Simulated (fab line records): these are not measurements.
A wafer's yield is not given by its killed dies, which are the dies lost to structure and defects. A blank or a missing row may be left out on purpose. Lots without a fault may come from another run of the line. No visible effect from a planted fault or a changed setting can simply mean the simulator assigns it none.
Matching of chambers + flow gf180mcu + cmp-01 running GF_CONTACT_CMP_04: 4 sister chambers
The step polishes SiO2. 4 wafers are shown with their chamber, then 7 later ones without.

## EACH WAFER AND ITS CHAMBER
| wafer  | chamber | motor current A (A) |
|--------|---------|---------------------|
| L085.4 | 3       | 11.2                |
| L085.6 | 1       | 13.2                |
| L088.3 | 0       | 13.6                |
| L088.4 | 2       | 11.2                |

## WAFERS WITHOUT THEIR CHAMBER
| wafer  | motor current A (A) |
|--------|---------------------|
| L088.6 | 12.9                |
| L089.2 | 11.3                |
| L089.5 | 11.5                |
| L089.6 | 11.2                |
| L095.2 | 11.2                |
| L095.3 | 14.2                |
| L095.4 | 13.3                |

## CHAMBER TAKEN BY EACH
| wafer  | from the rows above     | in truth |
|--------|-------------------------|----------|
| L088.6 | can't be placed: 1 or 0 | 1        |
| L089.2 | can't be placed: 2 or 3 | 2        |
| L089.5 | can't be placed: 2 or 3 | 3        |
| L089.6 | can't be placed: 2 or 3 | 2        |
| L095.2 | can't be placed: 2 or 3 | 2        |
| L095.3 | can't be placed: 0 or 1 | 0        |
| L095.4 | can't be placed: 1 or 0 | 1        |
0 of 7 placed correctly. These rows do not allow placing 7 (true chamber among the candidates in 7). Number placed wrongly: 0.
How it was worked out, from the rows above alone: a wafer's distance from a chamber is the root of the sum, over the readings, of the square of ((its reading less the chamber's mean) divided by the reading's scatter). The wafer belongs to the nearest chamber; if the next one is less than 2 further off, it can't be placed. A chamber's mean is the mean of its shown wafers. The scatter: with one shown wafer a chamber, the root of the mean of the squares of how far each hidden wafer lies from its nearest shown one.
